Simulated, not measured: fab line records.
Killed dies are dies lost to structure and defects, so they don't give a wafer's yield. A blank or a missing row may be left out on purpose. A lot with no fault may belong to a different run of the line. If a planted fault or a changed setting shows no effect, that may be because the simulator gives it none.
The tool behind it: which one? | flow sky130 | Sampling: 13 lots, 39 wafers, 4 of 708 route steps

WHAT THE GAUGES SHOWED, per wafer
SKY_CAP2M_THK_MEAS_04: measures by xrf. Usual: CAP2M_TIN_THK gives 202.7 nm (standard deviation 2.4).
lot  | measured     | on           | CAP2M_TIN_THK (nm) | flag
L777 | day 38 22:17 | filmMetro-03 | 199.6 199.6 200.0  | 
L778 | day 39 10:37 | filmMetro-03 | 203.7 204.1 204.2  | 
L779 | day 39 18:16 | filmMetro-02 | 199.2 201.3 200.7  | 
L780 | day 40 05:02 | filmMetro-04 | 199.7 202.2 201.3  | 
L781 | day 40 19:49 | filmMetro-03 | 202.1 202.6 205.0  | 
L783 | day 41 13:44 | filmMetro-04 | 198.6 200.9 203.0  | 
L784 | day 41 20:51 | filmMetro-03 | 202.1 200.8 200.7  | 
L787 | day 42 12:22 | filmMetro-02 | 198.4 205.4 201.3  | 
L788 | day 42 15:08 | filmMetro-02 | 201.6 202.5 203.2  | 
L790 | day 43 05:53 | filmMetro-02 | 201.0 204.5 203.9  | 
L792 | day 44 16:39 | filmMetro-03 | 208.0 207.3 207.3  | 
L796 | day 45 01:09 | filmMetro-04 | 203.1 200.8 203.4  | 
L799 | day 46 06:26 | filmMetro-04 | 205.2 200.1 202.4  | 

SKY_METAL4_OVL_MEAS_14. Usual: METAL4_OVL gives 1 nm (standard deviation 6.8).
lot  | measured     | on         | METAL4_OVL (nm) | flag
L777 | day 41 00:02 | overlay-02 | -1 -1 -5        | 
L778 | day 41 10:50 | overlay-01 | 12 15 13        | 
L779 | day 41 18:45 | overlay-01 | 1 3 0           | 
L780 | day 42 04:57 | overlay-01 | -1 -8 -3        | 
L781 | day 42 18:44 | overlay-02 | -6 -11 -9       | 
L783 | day 43 11:51 | overlay-02 | 6 5 1           | 
L784 | day 43 19:23 | overlay-02 | -2 -1 -9        | 
L787 | day 44 09:40 | overlay-02 | -6 -11 1        | 
L788 | day 44 13:39 | overlay-01 | 4 -5 4          | 
L790 | day 45 00:45 | overlay-02 | 11 10 11        | 
L792 | day 46 11:07 | overlay-01 | 0 2 4           | 
L796 | day 46 18:52 | overlay-02 | 10 7 2          | 
L799 | day 47 21:59 | overlay-01 | 3 5 4           | 

WHICH TOOL RAN EACH LOT (tool, then ch and the chambers of the sampled wafers, then the start)
lot  | SKY_VIA1_HDPCVD_00               | SKY_METAL4_SPUTTER_01
L777 | hdpcvd-02 ch 0,2, day 31 23:56   | pvdSputter-03, day 38 21:50
L778 | hdpcvd-01 ch 0,1,2, day 32 12:39 | pvdSputter-01, day 39 10:08
L779 | hdpcvd-01 ch 0,2, day 32 21:37   | pvdSputter-04, day 39 17:48
L780 | hdpcvd-02 ch 0,2, day 33 09:43   | pvdSputter-01, day 40 04:35
L781 | hdpcvd-01 ch 0,1,2, day 34 00:53 | pvdSputter-01, day 40 19:22
L783 | hdpcvd-01 ch 1,2, day 34 20:20   | pvdSputter-03, day 41 13:17
L784 | hdpcvd-02 ch 0,1, day 34 23:51   | pvdSputter-04, day 41 20:25
L787 | hdpcvd-02 ch 0,1,2, day 35 20:47 | pvdSputter-03, day 42 11:55
L788 | hdpcvd-02 ch 0,1, day 36 01:19   | pvdSputter-01, day 42 14:41
L790 | hdpcvd-02 ch 1,2, day 36 19:49   | pvdSputter-03, day 43 05:25
L792 | hdpcvd-02 ch 0,2, day 38 09:37   | pvdSputter-04, day 44 16:11
L796 | hdpcvd-02 ch 0,1,2, day 38 19:40 | pvdSputter-03, day 45 00:43
L799 | hdpcvd-01 ch 0,2, day 40 05:02   | pvdSputter-01, day 46 06:00
- SKY_VIA1_HDPCVD_00: deposits SiO2, target thk 1030 nm, time 171.7 s.
- SKY_METAL4_SPUTTER_01: material TiN, target thk 20 nm, time 16.7 s.

WHAT THE TOOLS THEMSELVES READ (means of the sampled wafers that have a number; where no wafer has one, the mark that the record gives instead)
SKY_METAL4_SPUTTER_01. Usual: throttleValvePct at 30.2 %, with a standard deviation of 1.1.
lot  | tool          | throttleValvePct (%) | flag
L777 | pvdSputter-03 | 29.8                 | 
L778 | pvdSputter-01 | 30.1                 | 
L779 | pvdSputter-04 | 31.3                 | 
L780 | pvdSputter-01 | 30.3                 | 
L781 | pvdSputter-01 | 30.2                 | 
L783 | pvdSputter-03 | 29.8                 | 
L784 | pvdSputter-04 | 30.2                 | 
L787 | pvdSputter-03 | 30.7                 | 
L788 | pvdSputter-01 | 30.6                 | 
L790 | pvdSputter-03 | 28.8                 | 
L792 | pvdSputter-04 | 31.1                 | 
L796 | pvdSputter-03 | 30.6                 | 
L799 | pvdSputter-01 | 30.3                 | 

THE ANSWER, worked out from the rows above alone
Rule: lot off if the mean of its wafers having a number is beyond 3 standard deviations from the usual mean. Also off: a lot with no number at a reading for which 4 or more lots have one. Any other lot the step has rows for is counted as sound. First the gauges in route order, then the tools' own readings, where a lot's mean is used as printed above. The first step at which some lot is off is used, and at that step the reading that is off furthest; a lot without a number counts as furthest.
Across all readings shown, no lot is off: no conclusion can be drawn from this.

WHAT THE SIMULATOR HAD PUT IN
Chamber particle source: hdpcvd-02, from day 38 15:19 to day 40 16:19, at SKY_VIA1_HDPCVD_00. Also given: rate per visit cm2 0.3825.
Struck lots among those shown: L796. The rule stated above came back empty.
